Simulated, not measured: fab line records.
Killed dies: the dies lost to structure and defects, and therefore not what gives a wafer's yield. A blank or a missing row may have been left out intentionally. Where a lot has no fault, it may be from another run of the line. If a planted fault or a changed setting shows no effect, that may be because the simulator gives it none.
fab line records | flow sky130 | part 2 of 2: steps 28 to 39 of 39
[record] lots = 5 wafers = 15 lastDay = 50
route steps=708 shown VIA1@475 METAL2@483 VIA2@507
lots that met no fault: from a run of the same line without faults
startH: hours from the record's first day to the start of the lot's first wafer shown | waitH: hours from the lot's prior step to this one | " identical to the entry in the row above | L1.1+2: several wafers, shown together as one row | - no value, or no start was given | * or withheld: withheld | < > ~ a bound
route shown NAME@n: names a module that has steps shown in the file, with the first one's number in the route | usual: mean/standard deviation taken from wafers without a fault | same: alike in all rows | chamber/n: place in a boat | sites: each site's reading | _std_site: their standard deviation | _edge_site: the outer-site mean with the inner-site mean subtracted | radiusMm: how far each site lies from the wafer's centre | mask NAME#n: copy n | behind: the last tool/chamber to shape the wafer | hold: the reason the lot was held/the length of the hold in hours/how it ended | device: names the non-switching transistor (n, p or np) | end of line: tests run on the same wafers once the route is complete | step lacking rows: just its recipe | killed: the dies lost at the first sort to structure and to defects; this is not the yield of the wafer | map: a wafer's dies, marking killed ones x, the rest . and places with no die _
set.NAME: the setting that was run; set.NAME@STEP: the one run at that earlier step | model.NAME: the simulator's own value behind a step, which no gauge read
a table for each step, a row for each wafer; lots at some steps of the route
services: the hour from which a tool's chamber was out of use, counted from the record's first day as startH (under 0 if before that day), plus the number of hours and why
[[steps]]
[step SKY_METAL2_METAL_ETCH_19]
[recipe] targetDepthA = 3600 stopOn = SiO2 overEtchFrac = 0.3 timeS = 78 chemistry = Cl2/BCl3 resistSidewallDeg = 88 pressureMtorr = 10 icpW = 900 biasW = 48.5 Cl2_flow_sccm = 60 bcl3FlowSccm = 30
[usual] drypumpMotorCurrentA = 6.1/0.32 heBacksideLeakSccm = 3.4/0.35 mfcCl2Sccm = 60.00/0.17 oesProductAu = 0.854/0.0062 throttleValvePct = 22.264/0.0091
// columns lot.wafer tool chamber startH waitH drypumpMotorCurrentA heBacksideLeakSccm mfcCl2Sccm oesProductAu rfHoursCounterH throttleValvePct
L077.1 rieMetal-02 0 859.86 0.0 6.3 3.2 59.85 0.852 10 22.262
L077.5 " 0 " " 6.3 3.2 59.68 0.859 - 22.252
L077.6 " 1 " " 5.4 3.5 60.00 0.863 - 22.259
L080.3 rieMetal-04 1 877.68 0.1 6.5 3.4 59.77 0.846 - 22.256
L080.4 " 0 " " 6.1 3.1 60.53 0.852 - 22.278
L080.6 " 0 " " 6.1 3.1 60.17 0.846 - 22.250
L082.1 rieMetal-02 1 885.35 0.0 5.4 3.6 59.93 0.859 10 22.260
L082.4 " 1 " " 5.4 3.6 60.02 0.858 - 22.250
L082.5 " 1 " " 5.4 3.6 59.86 0.849 - 22.264
L091.3 rieMetal-04 1 946.87 0.1 6.5 3.3 60.03 0.853 - 22.262
L091.5 " 1 " " 6.5 3.3 60.07 0.858 - 22.264
L091.6 " 1 " " 6.5 3.3 59.96 0.863 - 22.262
L097.3 rieMetal-04 0 992.55 0.1 6.1 3.0 59.78 0.855 - 22.268
L097.4 " 1 " " 6.5 3.3 59.72 0.855 - 22.266
L097.5 " 0 " " 6.1 3.0 60.03 0.854 - 22.260
[step SKY_METAL2_STRIP_20]
[recipe] chemistry = O2/N2 powerW = 1400 pressureMtorr = 1500 platenTempC = withheld o2FlowSccm = 3000 n2FlowSccm = 300 overashFraction = 0.5
[usual] drypumpMotorCurrentA = 5.6/0.3 oesProductAu = 0.344/0.0047 stripTimeToEndpointS = 2.73/0.032
// columns lot.wafer tool chamber startH waitH drypumpMotorCurrentA oesProductAu rfHoursCounterH stripTimeToEndpointS
L077.1 plasmaAsher-02 0 859.95 0.1 6.0 0.344 79 2.70
L077.5 " 1 " " 5.7 0.346 - 2.69
L077.6 " 0 " " 6.0 0.343 - 2.65
L080.3 plasmaAsher-02 0 877.77 0.1 6.0 0.346 - 2.75
L080.4 " 1 " " 5.7 0.343 - 2.72
L080.6 " 1 " " 5.7 0.339 - 2.70
L082.1 plasmaAsher-02 1 885.44 0.1 5.7 0.341 82 2.71
L082.4 " 1 " " 5.7 0.344 - 2.71
L082.5 " 0 " " 6.0 0.336 - 2.68
L091.3 plasmaAsher-03 0 947.02 0.1 5.3 0.346 - 2.73
L091.5 " 0 " " 5.3 0.340 - 2.73
L091.6 " 1 " " 5.3 0.343 - 2.72
L097.3 plasmaAsher-02 1 992.64 0.1 5.7 0.343 - 2.78
L097.4 " 0 " " 6.0 0.354 - 2.78
L097.5 " 0 " " 6.0 0.347 - 2.80
[step SKY_METAL2_STRIP_21]
[recipe] chemistry = postEtchResidueRemover timeS = 1200 tempC = 72.5
// columns lot.wafer tool chamber startH waitH
L077.1+5+6 wetBench-04 2 860.05 0.1
L080.3+4+6 wetBench-04 3 877.84 0.0
L082.1+4+5 wetBench-04 1 885.54 0.1
L091.3+5+6 wetBench-02 1 947.09 0.0
L097.3+4+5 wetBench-03 1 992.71 0.0
[step SKY_METAL2_CLEAN_22]
[recipe] chemistry = IPA timeS = 180 tempC = 25
// columns lot.wafer tool chamber startH waitH
L077.1+5+6 wetBench-02 0 860.40 0.0
L080.3+4+6 wetBench-03 2 878.18 0.0
L082.1+4+5 wetBench-02 1 885.91 0.0
L091.3+5+6 wetBench-03 3 947.43 0.0
L097.3+4+5 wetBench-02 2 993.05 0.0
[step SKY_METAL2_CLEAN_23]
[recipe] chemistry = O3/DIW dry = n2Spin
// columns lot.wafer tool chamber startH waitH
L077.1+5+6 wetBench-04 2 860.46 0.0
L080.3+4+6 wetBench-03 2 878.24 0.0
L082.1+4+5 wetBench-03 2 885.97 0.0
L091.3+5+6 wetBench-04 1 947.49 0.0
L097.3+4+5 wetBench-03 1 993.11 0.0
[step SKY_VIA2_HDPCVD_00]
[recipe] material = SiO2 targetThkNm = 1180 sigmaOpenFrac = 0.3 timeS = 196.7 tempC = 400 sih4FlowSccm = 60 pressureMtorr = 6
// columns lot.wafer tool chamber startH waitH
L077.1+5+6 hdpcvd-02 1,0,2 860.55 0.0
L080.3+4+6 hdpcvd-02 1,1,0 878.34 0.0
L082.1+4+5 hdpcvd-01 2,1,2 886.06 0.0
L091.3+5+6 hdpcvd-01 2,0,2 947.59 0.0
L097.3+4+5 hdpcvd-01 0,2,1 993.20 0.0
[step SKY_VIA2_THK_MEAS_01]
[recipe] reads = SiO2_of_VIA2_HDPCVD_00
[usual] VIA2_HDPCVD_THK = 1178/17
// columns lot.wafer tool chamber startH waitH VIA2_HDPCVD_THK[nm]
L077.1 filmMetro-01 - 860.68 0.1 1224
L077.5 " - " " 1181
L077.6 " - " " 1199
L080.3 filmMetro-03 - 878.49 0.1 1211
L080.4 " - " " 1203
L080.6 " - " " 1175
L082.1 filmMetro-03 - 886.18 0.1 1170
L082.4 " - " " 1169
L082.5 " - " " 1173
L091.3 filmMetro-04 - 947.73 0.1 1186
L091.5 " - " " 1146
L091.6 " - " " 1186
L097.3 filmMetro-03 - 993.34 0.1 1184
L097.4 " - " " 1199
L097.5 " - " " 1193
[step SKY_VIA2_CMP_02]
[recipe] material = SiO2 downForcePsi = 4 platenRpm = 60 padVelocityMS = 0.94248
[usual] headPressurePsi = 4.000/0.0092 motorCurrentA = 12.1/0.93 slurryFilterDpKPa = 13.52/0.14
// columns lot.wafer tool chamber startH waitH headPressurePsi motorCurrentA slurryFilterDpKPa
L077.1 cmp-01 2 860.79 0.1 3.989 10.5 13.16
L077.6 " 1 " " 4.007 13.2 13.49
L077.5 " 2 " " 3.993 10.7 13.57
L080.3 cmp-02 1 878.65 0.2 4.002 12.1 13.40
L080.4 " 2 " " 4.010 12.8 13.73
L080.6 " 3 " " 4.006 12.8 13.97
L082.1 cmp-01 1 886.29 0.1 4.000 13.0 13.40
L082.4 " 3 " " 4.001 12.4 13.49
L082.5 " 0 " " 3.998 11.7 13.24
L091.3 cmp-02 2 947.82 0.1 3.991 12.6 13.36
L091.6 " 1 " " 3.996 12.0 13.51
L091.5 " 2 " " 4.000 13.1 13.57
L097.3 cmp-01 1 993.48 0.1 3.982 13.7 13.45
L097.4 " 2 " " 3.982 10.6 13.67
L097.5 " 3 " " 3.986 11.7 13.56
[step SKY_VIA2_BOW_MEAS_03]
[recipe] mode = bow
[usual] VIA2_BOW = 85/7.6
// columns lot.wafer tool chamber startH waitH VIA2_BOW[um]
L077.1 filmMetro-01 - 861.04 0.2 87
L077.5 " - " " 86
L077.6 " - " " 90
L080.3 filmMetro-01 - 878.89 0.2 97
L080.4 " - " " 82
L080.6 " - " " 78
L082.1 filmMetro-04 - 886.54 0.2 84
L082.4 " - " " 94
L082.5 " - " " 86
L091.3 filmMetro-01 - 948.11 0.2 93
L091.5 " - " " 89
L091.6 " - " " 94
L097.3 filmMetro-04 - 993.72 0.2 83
L097.4 " - " " 88
L097.5 " - " " 75
[step SKY_VIA2_DEHYDRATE_04]
[recipe] tempC = 200 timeS = 60
// columns lot.wafer tool chamber startH waitH
L077.1+5+6 lithoTrack-01 0 873.74 12.7
L080.3+4+6 lithoTrack-01 0 890.64 11.7
L082.1+4+5 lithoTrack-03 0 899.01 12.4
L091.3+5+6 lithoTrack-01 0 960.09 12.0
L097.3+4+5 lithoTrack-04 0 1005.29 11.5
[step SKY_VIA2_HMDS_05]
[recipe] primeTimeS = 60 primeTempC = 120
// columns lot.wafer tool chamber startH waitH
L077.1+5+6 lithoTrack-01 0 873.89 0.1
L080.3+4+6 lithoTrack-01 0 890.79 0.1
L082.1+4+5 lithoTrack-03 0 899.16 0.1
L091.3+5+6 lithoTrack-01 0 960.24 0.1
L097.3+4+5 lithoTrack-04 0 1005.44 0.1
[step SKY_VIA2_COAT_06]
[recipe] resist = BARC tempC = withheld timeS = withheld spinRpm = 3000 resistThkNm = 60
// columns lot.wafer tool chamber startH waitH
L077.1+5+6 lithoTrack-01 0 874.04 0.1
L080.3+4+6 lithoTrack-01 0 890.94 0.1
L082.1+4+5 lithoTrack-03 0 899.31 0.1
L091.3+5+6 lithoTrack-01 0 960.39 0.1
L097.3+4+5 lithoTrack-04 0 1005.59 0.1
[[services]]
// columns tool chamber startH hours kind
wetBench-04 - 816.72 1.8 repair
krfScanner-01 - 818.31 4.0 pm
cmp-02 - 821.43 4.2 repair
cmp-02 - 831.64 2.7 repair
cmp-01 - 834.07 5.2 repair
pvdSputter-01 - 849.20 0.5 repair
pvdSputter-04 - 851.69 3.7 repair
krfScanner-01 - 873.71 1.0 pm
rieMetal-04 1 885.58 21.1 repair
pvdSputter-04 - 891.01 0.6 repair
pvdSputter-01 - 892.50 10.0 repair
cmp-02 - 892.55 1.7 repair
wetBench-02 - 898.96 2.9 repair
cmp-02 - 909.06 1.4 repair
cmp-02 - 911.59 1.9 repair
cmp-01 - 912.00 4.0 pm
pvdSputter-04 - 922.71 3.3 repair
wetBench-01 - 924.64 13.0 repair
pvdSputter-01 - 924.79 6.6 repair
cmp-02 - 931.26 2.0 repair
pvdSputter-01 - 974.30 11.3 repair
rieMetal-04 - 981.06 0.5 repair
pvdSputter-03 - 989.84 2.7 repair
rieMetal-04 0 1001.86 5.7 repair
